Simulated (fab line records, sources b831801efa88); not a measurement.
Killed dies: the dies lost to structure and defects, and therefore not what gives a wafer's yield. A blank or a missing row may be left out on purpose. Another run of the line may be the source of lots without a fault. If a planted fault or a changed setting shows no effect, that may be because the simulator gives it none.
Which tool was responsible? || flow sfq line || 13 lots, 39 wafers sampled, at 4 steps of a route of 325

WHAT EACH GAUGE READ, for each wafer
SFQ_L0V_OVL_MEAS_903. Usual: L0V_OVL gives -4 nm (standard deviation 6.6).
{"lot": "L453", "measured": "day 7 17:05", "on": "overlay-02", "L0V_OVL (nm)": "6 3 -1", "flag": ""}
{"lot": "L454", "measured": "day 7 20:42", "on": "overlay-01", "L0V_OVL (nm)": "-6 -11 -9", "flag": ""}
{"lot": "L455", "measured": "day 7 21:53", "on": "overlay-02", "L0V_OVL (nm)": "-14 -9 -10", "flag": ""}
{"lot": "L459", "measured": "day 9 20:36", "on": "overlay-02", "L0V_OVL (nm)": "-4 -6 -10", "flag": ""}
{"lot": "L461", "measured": "day 10 19:23", "on": "overlay-02", "L0V_OVL (nm)": "-9 -5 -5", "flag": ""}
{"lot": "L462", "measured": "day 11 03:48", "on": "overlay-01", "L0V_OVL (nm)": "-7 0 -8", "flag": ""}
{"lot": "L464", "measured": "day 11 20:28", "on": "overlay-01", "L0V_OVL (nm)": "7 0 6", "flag": ""}
{"lot": "L466", "measured": "day 12 14:29", "on": "overlay-01", "L0V_OVL (nm)": "2 -2 2", "flag": ""}
{"lot": "L467", "measured": "day 12 23:05", "on": "overlay-02", "L0V_OVL (nm)": "2 0 5", "flag": ""}
{"lot": "L468", "measured": "day 13 02:42", "on": "overlay-02", "L0V_OVL (nm)": "5 16 6", "flag": ""}
{"lot": "L470", "measured": "day 13 11:05", "on": "overlay-02", "L0V_OVL (nm)": "-4 -3 3", "flag": ""}
{"lot": "L471", "measured": "day 13 17:05", "on": "overlay-02", "L0V_OVL (nm)": "3 4 -2", "flag": ""}
{"lot": "L474", "measured": "day 14 17:00", "on": "overlay-01", "L0V_OVL (nm)": "-12 -14 -13", "flag": ""}

SFQ_M2_RS_MEAS_914: measures by four-point-probe. Usual: M2_NB_RS gives 0.887 ohm/sq (standard deviation 0.0092).
{"lot": "L453", "measured": "day 24 15:26", "on": "film metro-02", "M2_NB_RS (ohm/sq)": "0.882 0.873 0.877", "flag": ""}
{"lot": "L454", "measured": "day 24 18:46", "on": "film metro-03", "M2_NB_RS (ohm/sq)": "0.885 0.882 0.890", "flag": ""}
{"lot": "L455", "measured": "day 24 21:26", "on": "film metro-04", "M2_NB_RS (ohm/sq)": "0.879 0.886 0.887", "flag": ""}
{"lot": "L459", "measured": "day 27 05:14", "on": "film metro-02", "M2_NB_RS (ohm/sq)": "0.899 0.903 0.898", "flag": ""}
{"lot": "L461", "measured": "day 29 10:02", "on": "film metro-04", "M2_NB_RS (ohm/sq)": "0.894 0.888 0.889", "flag": ""}
{"lot": "L462", "measured": "day 36 11:59", "on": "film metro-03", "M2_NB_RS (ohm/sq)": "0.886 0.889 0.881", "flag": ""}
{"lot": "L464", "measured": "day 37 07:40", "on": "film metro-03", "M2_NB_RS (ohm/sq)": "0.672 0.876 0.877", "flag": "OFF"}
{"lot": "L466", "measured": "day 38 14:17", "on": "film metro-02", "M2_NB_RS (ohm/sq)": "0.887 0.892 0.892", "flag": ""}
{"lot": "L467", "measured": "day 38 20:15", "on": "film metro-02", "M2_NB_RS (ohm/sq)": "0.889 0.886 0.885", "flag": ""}
{"lot": "L468", "measured": "day 39 03:29", "on": "film metro-04", "M2_NB_RS (ohm/sq)": "0.893 0.889 0.897", "flag": ""}
{"lot": "L470", "measured": "day 39 19:07", "on": "film metro-04", "M2_NB_RS (ohm/sq)": "0.885 0.891 0.894", "flag": ""}
{"lot": "L471", "measured": "day 40 02:18", "on": "film metro-03", "M2_NB_RS (ohm/sq)": "0.893 0.889 0.892", "flag": ""}
{"lot": "L474", "measured": "day 40 15:27", "on": "film metro-03", "M2_NB_RS (ohm/sq)": "0.907 0.903 0.893", "flag": ""}

WHAT TOOL EACH LOT RAN ON (gives the tool, then ch and the chambers of the sampled wafers, and finally the start)
{"lot": "L453", "SFQ_TRILAYER_I0_VIA_BARC_OPEN_VIA_ETCH_046": "rie diel-02 ch 0,2,3, day 17 12:08", "SFQ_TRILAYER_M2_DEP_SPUTTER_055": "pvd sputter-05, day 24 15:21"}
{"lot": "L454", "SFQ_TRILAYER_I0_VIA_BARC_OPEN_VIA_ETCH_046": "rie diel-01 ch 2,3, day 17 14:32", "SFQ_TRILAYER_M2_DEP_SPUTTER_055": "pvd sputter-06, day 24 18:39"}
{"lot": "L455", "SFQ_TRILAYER_I0_VIA_BARC_OPEN_VIA_ETCH_046": "rie diel-03 ch 0,3, day 17 16:56", "SFQ_TRILAYER_M2_DEP_SPUTTER_055": "pvd sputter-05, day 24 21:21"}
{"lot": "L459", "SFQ_TRILAYER_I0_VIA_BARC_OPEN_VIA_ETCH_046": "rie diel-03 ch 1,2, day 19 18:58", "SFQ_TRILAYER_M2_DEP_SPUTTER_055": "pvd sputter-04, day 27 05:06"}
{"lot": "L461", "SFQ_TRILAYER_I0_VIA_BARC_OPEN_VIA_ETCH_046": "rie diel-02 ch 0,1,3, day 21 19:06", "SFQ_TRILAYER_M2_DEP_SPUTTER_055": "pvd sputter-04, day 29 09:56"}
{"lot": "L462", "SFQ_TRILAYER_I0_VIA_BARC_OPEN_VIA_ETCH_046": "rie diel-02 ch 0,1,3, day 22 03:37", "SFQ_TRILAYER_M2_DEP_SPUTTER_055": "pvd sputter-06, day 36 11:52"}
{"lot": "L464", "SFQ_TRILAYER_I0_VIA_BARC_OPEN_VIA_ETCH_046": "rie diel-02 ch 0,3, day 23 06:45", "SFQ_TRILAYER_M2_DEP_SPUTTER_055": "pvd sputter-05, day 37 07:34"}
{"lot": "L466", "SFQ_TRILAYER_I0_VIA_BARC_OPEN_VIA_ETCH_046": "rie diel-02 ch 1,2, day 24 17:33", "SFQ_TRILAYER_M2_DEP_SPUTTER_055": "pvd sputter-06, day 38 14:10"}
{"lot": "L467", "SFQ_TRILAYER_I0_VIA_BARC_OPEN_VIA_ETCH_046": "rie diel-03 ch 0,3, day 25 01:57", "SFQ_TRILAYER_M2_DEP_SPUTTER_055": "pvd sputter-06, day 38 20:10"}
{"lot": "L468", "SFQ_TRILAYER_I0_VIA_BARC_OPEN_VIA_ETCH_046": "rie diel-02 ch 0,2,3, day 25 06:45", "SFQ_TRILAYER_M2_DEP_SPUTTER_055": "pvd sputter-06, day 39 03:22"}
{"lot": "L470", "SFQ_TRILAYER_I0_VIA_BARC_OPEN_VIA_ETCH_046": "rie diel-03 ch 0,1,3, day 25 22:49", "SFQ_TRILAYER_M2_DEP_SPUTTER_055": "pvd sputter-06, day 39 19:02"}
{"lot": "L471", "SFQ_TRILAYER_I0_VIA_BARC_OPEN_VIA_ETCH_046": "rie diel-03 ch 0,1,3, day 26 02:38", "SFQ_TRILAYER_M2_DEP_SPUTTER_055": "pvd sputter-06, day 40 02:13"}
{"lot": "L474", "SFQ_TRILAYER_I0_VIA_BARC_OPEN_VIA_ETCH_046": "rie diel-03 ch 0,1,3, day 27 05:33", "SFQ_TRILAYER_M2_DEP_SPUTTER_055": "pvd sputter-04, day 40 15:22"}
- SFQ_TRILAYER_I0_VIA_BARC_OPEN_VIA_ETCH_046: etches BARC in O2, target depth 125 nm, time 41.7 s.
- SFQ_TRILAYER_M2_DEP_SPUTTER_055: material Nb, target thk 200 nm, time 133.3 s.

WHAT THE TOOLS THEMSELVES READ (means of the sampled wafers that have a number; where no wafer has one, the mark that the record gives instead)
SFQ_TRILAYER_I0_VIA_BARC_OPEN_VIA_ETCH_046. Usual: bias w 79.95 W, standard deviation 0.23; drypump motor current A 5.7 A, standard deviation 0.37; oes product au 0.685 a.u., standard deviation 0.0045.
{"lot": "L453", "tool": "rie diel-02", "bias w (W)": 80.17, "drypump motor current A (A)": 5.5, "oes product au (a.u.)": 0.686, "flag": ""}
{"lot": "L454", "tool": "rie diel-01", "bias w (W)": 79.98, "drypump motor current A (A)": 6.2, "oes product au (a.u.)": 0.687, "flag": ""}
{"lot": "L455", "tool": "rie diel-03", "bias w (W)": 79.89, "drypump motor current A (A)": 5.4, "oes product au (a.u.)": 0.684, "flag": ""}
{"lot": "L459", "tool": "rie diel-03", "bias w (W)": 79.64, "drypump motor current A (A)": 5.8, "oes product au (a.u.)": 0.686, "flag": ""}
{"lot": "L461", "tool": "rie diel-02", "bias w (W)": 79.93, "drypump motor current A (A)": 5.5, "oes product au (a.u.)": 0.683, "flag": ""}
{"lot": "L462", "tool": "rie diel-02", "bias w (W)": 80.19, "drypump motor current A (A)": 5.5, "oes product au (a.u.)": 0.687, "flag": ""}
{"lot": "L464", "tool": "rie diel-02", "bias w (W)": 80.19, "drypump motor current A (A)": 5.3, "oes product au (a.u.)": 0.683, "flag": ""}
{"lot": "L466", "tool": "rie diel-02", "bias w (W)": 79.91, "drypump motor current A (A)": 6.1, "oes product au (a.u.)": 0.685, "flag": ""}
{"lot": "L467", "tool": "rie diel-03", "bias w (W)": 80.18, "drypump motor current A (A)": 5.7, "oes product au (a.u.)": 0.685, "flag": ""}
{"lot": "L468", "tool": "rie diel-02", "bias w (W)": 79.97, "drypump motor current A (A)": 5.5, "oes product au (a.u.)": 0.685, "flag": ""}
{"lot": "L470", "tool": "rie diel-03", "bias w (W)": 80.17, "drypump motor current A (A)": 5.7, "oes product au (a.u.)": 0.688, "flag": ""}
{"lot": "L471", "tool": "rie diel-03", "bias w (W)": 79.89, "drypump motor current A (A)": 5.7, "oes product au (a.u.)": 0.686, "flag": ""}
{"lot": "L474", "tool": "rie diel-03", "bias w (W)": 80.14, "drypump motor current A (A)": 5.7, "oes product au (a.u.)": 0.685, "flag": ""}

SFQ_TRILAYER_M2_DEP_SPUTTER_055. Usual: chamber pressure pa 0.13333 Pa, standard deviation 0.00025; throttle valve pct 30.1 %, standard deviation 0.74.
{"lot": "L453", "tool": "pvd sputter-05", "chamber pressure pa (Pa)": 0.13327, "throttle valve pct (%)": 30.6, "flag": ""}
{"lot": "L454", "tool": "pvd sputter-06", "chamber pressure pa (Pa)": 0.13333, "throttle valve pct (%)": 29.9, "flag": ""}
{"lot": "L455", "tool": "pvd sputter-05", "chamber pressure pa (Pa)": 0.13333, "throttle valve pct (%)": 30.6, "flag": ""}
{"lot": "L459", "tool": "pvd sputter-04", "chamber pressure pa (Pa)": 0.13296, "throttle valve pct (%)": 30.1, "flag": ""}
{"lot": "L461", "tool": "pvd sputter-04", "chamber pressure pa (Pa)": 0.13355, "throttle valve pct (%)": 30.0, "flag": ""}
{"lot": "L462", "tool": "pvd sputter-06", "chamber pressure pa (Pa)": 0.13350, "throttle valve pct (%)": 28.9, "flag": ""}
{"lot": "L464", "tool": "pvd sputter-05", "chamber pressure pa (Pa)": 0.13330, "throttle valve pct (%)": 30.8, "flag": ""}
{"lot": "L466", "tool": "pvd sputter-06", "chamber pressure pa (Pa)": 0.13323, "throttle valve pct (%)": 29.7, "flag": ""}
{"lot": "L467", "tool": "pvd sputter-06", "chamber pressure pa (Pa)": 0.13333, "throttle valve pct (%)": 29.6, "flag": ""}
{"lot": "L468", "tool": "pvd sputter-06", "chamber pressure pa (Pa)": 0.13329, "throttle valve pct (%)": 29.7, "flag": ""}
{"lot": "L470", "tool": "pvd sputter-06", "chamber pressure pa (Pa)": 0.13336, "throttle valve pct (%)": 30.0, "flag": ""}
{"lot": "L471", "tool": "pvd sputter-06", "chamber pressure pa (Pa)": 0.13334, "throttle valve pct (%)": 29.0, "flag": ""}
{"lot": "L474", "tool": "pvd sputter-04", "chamber pressure pa (Pa)": 0.13352, "throttle valve pct (%)": 30.4, "flag": ""}

THE ANSWER, worked out from the rows above alone
Rule: lot off if the mean of its wafers having a number is beyond 3 standard deviations from the usual mean. A lot without any number at a reading at which 4 lots or more have one is off too. The other lots that the step has rows for count as sound. The gauges are gone through in route order, then the tools' own readings, and for those a lot's mean is taken as printed above. The first step at which some lot is off is used, and at that step the reading that is off furthest; a lot without a number counts as furthest.
Off: L464, at SFQ_M2_RS_MEAS_914 (M2_NB_RS).
If a tool, at a process step before that reading, ran all the lots that are off and no sound lot after the first of them, it fits. Gauges at SFQ_M2_RS_MEAS_914: tried the same way as those tools. One fits: SFQ_TRILAYER_M2_DEP_SPUTTER_055 on pvd sputter-05. A fault onset in the window from L455 (day 24 21:21, its last sound lot) to L464 (day 37 07:34, its first lot off) fits.

WHAT THE SIMULATOR HAD PUT IN
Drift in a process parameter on pvd sputter-05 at SFQ_TRILAYER_M2_DEP_SPUTTER_055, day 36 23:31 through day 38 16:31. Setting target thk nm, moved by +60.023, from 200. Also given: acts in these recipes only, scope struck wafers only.
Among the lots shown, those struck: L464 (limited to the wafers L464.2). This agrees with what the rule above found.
